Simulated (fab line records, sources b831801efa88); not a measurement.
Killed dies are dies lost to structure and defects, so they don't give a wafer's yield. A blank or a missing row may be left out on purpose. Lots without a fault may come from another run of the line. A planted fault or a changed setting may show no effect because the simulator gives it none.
Which tool did it? | flow gf180mcu | 12 lots, 36 wafers sampled, at 1 step of a route of 602

WHAT THE GAUGES READ, wafer by wafer
GF_M2_RS_MEAS_05: measures by four-point-probe. Usual: M2_ALCU_RS 0.0699 ohm/sq, standard deviation 0.00067.
lot  | measured     | on            | M2_ALCU_RS (ohm/sq)  | flag
L671 | day 18 03:37 | film_metro-02 | 0.0700 0.0713 0.0706 |
L672 | day 18 10:58 | film_metro-04 | 0.0690 0.0698 0.0698 |
L673 | day 18 23:46 | film_metro-04 | 0.0701 0.0688 0.0694 |
L675 | day 19 19:12 | film_metro-02 | 0.0699 0.0694 0.0696 |
L676 | day 20 05:40 | film_metro-04 | 0.0692 0.0692 0.0691 |
L679 | day 21 10:44 | film_metro-04 | 0.0691 0.0704 0.0702 |
L681 | day 22 01:41 | film_metro-03 | 0.0700 0.0689 0.0694 |
L682 | day 22 11:16 | film_metro-04 | 0.0689 0.0696 0.0704 |
L691 | day 25 08:47 | film_metro-04 | 0.0699 0.0695 0.0702 |
L692 | day 25 14:13 | film_metro-02 | 0.0694 0.0700 0.0693 |
L694 | day 26 01:37 | film_metro-03 | 0.0698 0.0697 0.0692 |
L693 | day 26 05:19 | film_metro-04 | 0.0700 0.0693 0.0696 |

WHICH TOOL RAN EACH LOT (tool, then ch and the chambers of the sampled wafers, then the start)
The record holds no process step before these readings.

WHAT THE TOOLS THEMSELVES READ (means of the sampled wafers that have a number; where no wafer has one, the mark that the record gives instead)
The record holds no such reading with a usual standard deviation.

THE ANSWER, worked out from the rows above alone
Rule: a lot is off if the mean of its wafers that have a number lies more than 3 standard deviations from the usual mean. A lot without any number at a reading at which 4 lots or more have one is off too. The other lots that the step has rows for count as sound. The gauges are gone through in route order, then the tools' own readings, and for those a lot's mean is taken as printed above. The first step at which some lot is off is used, and at that step the reading that is off furthest; a lot without a number counts as furthest.
No lot is off at any reading shown: from this, nothing can be told.

WHAT THE SIMULATOR HAD PUT IN
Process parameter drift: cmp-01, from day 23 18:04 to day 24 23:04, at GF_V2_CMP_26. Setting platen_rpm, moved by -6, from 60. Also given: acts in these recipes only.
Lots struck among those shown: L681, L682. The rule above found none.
